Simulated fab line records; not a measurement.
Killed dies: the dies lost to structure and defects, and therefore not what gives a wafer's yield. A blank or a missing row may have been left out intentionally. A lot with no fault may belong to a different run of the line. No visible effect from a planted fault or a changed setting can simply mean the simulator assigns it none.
A single fault, viewed from 2 desks + flow gf180mcu + only its own numbers are on each desk; what lay behind them is given at the end

AT THE METROLOGY DESK
What the gauges read, lot by lot, whatever tool the lot ran on: means of the sampled wafers that have a number. If a lot's mean is further than 4 standard deviations from the usual mean, the lot is out of limits and carries the mark OUT (the distance appears in the brackets).
Columns: A = PSD_TW at GF_PSD_TW_MEAS_11, usual 3187; B = SALICIDE_TIN_RS at GF_SALICIDE_RS_MEAS_04, usual 16.16 ohm/sq
| lot  | first seen here | A    | B               |
|------|-----------------|------|-----------------|
| L671 | day 14 05:32    | 3193 | 16.08           |
| L672 | day 14 09:24    | 3190 | 15.87           |
| L673 | day 14 17:46    | 3175 | 16.12           |
| L675 | day 15 07:16    | 3165 | 16.07           |
| L676 | day 15 20:31    | 3173 | 16.06           |
| L677 | day 16 05:34    | 3180 | 16.04           |
| L679 | day 17 02:40    | 3158 | 16.13           |
| L684 | day 19 06:52    | 3167 | 16.35           |
| L687 | day 20 01:09    | 3169 | 15.91           |
| L688 | day 20 04:44    | 3174 | 13.43 (-11) OUT |
| L690 | day 20 20:55    | 3182 | 16.23           |
| L691 | day 21 03:55    | 3209 | 13.43 (-11) OUT |
| L693 | day 21 18:35    | 3196 | 16.11           |
| L694 | day 22 00:32    | 3169 | 13.66 (-10) OUT |
This desk's finding: out of limits on L688, L691, L694; first on L688, day 21 05:23 (SALICIDE_TIN_RS at GF_SALICIDE_RS_MEAS_04). L671, L672, L673, L675, L676, L677, L679, L684, L687, L690, L693 stayed within limits.

THE TOOL OWNER'S DESK: pvdSputter-01
The tool's own readings at GF_SALICIDE_SPUTTER_02 (material Co, target thk 10 nm, time 20 s): means of the sampled wafers that have a number, for each lot that ran on this tool. If a lot's mean is further than 4 standard deviations from the usual mean, the lot is out of limits and carries the mark OUT (the distance appears in the brackets).
Columns: A = throttleValvePct at GF_SALICIDE_SPUTTER_02, usual 29.8 %
| lot  | first seen here | A    |
|------|-----------------|------|
| L671 | day 15 03:26    | 29.4 |
| L672 | day 15 07:54    | 29.3 |
| L673 | day 15 16:39    | 29.4 |
| L677 | day 17 05:09    | 29.3 |
| L679 | day 18 02:13    | 29.6 |
| L684 | day 20 05:48    | 29.9 |
| L687 | day 21 01:24    | 29.7 |
| L688 | day 21 05:18    | 29.4 |
| L691 | day 22 03:50    | 29.6 |
| L694 | day 22 23:55    | 29.5 |
Result from this desk: across the 10 lots, nothing is out of limits.

ALL TOGETHER
The metrology desk could have raised an alarm at day 21 05:23, on L688, L691, L694.
The tool owner's desk saw nothing out of limits.
Tool owner's desk: L688, L691, L694 on record, inside its limits.
GF_SALICIDE_SPUTTER_02 was run on pvdSputter-01 by each of the lots named.

WHAT WAS PUT IN BY THE SIMULATOR
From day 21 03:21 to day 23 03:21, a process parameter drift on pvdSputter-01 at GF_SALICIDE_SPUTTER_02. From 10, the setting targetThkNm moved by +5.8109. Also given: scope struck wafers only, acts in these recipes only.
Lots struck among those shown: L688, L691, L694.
Time in hours between the start of the fault and the first out-of-limits reading at each desk: metrology desk, 2.
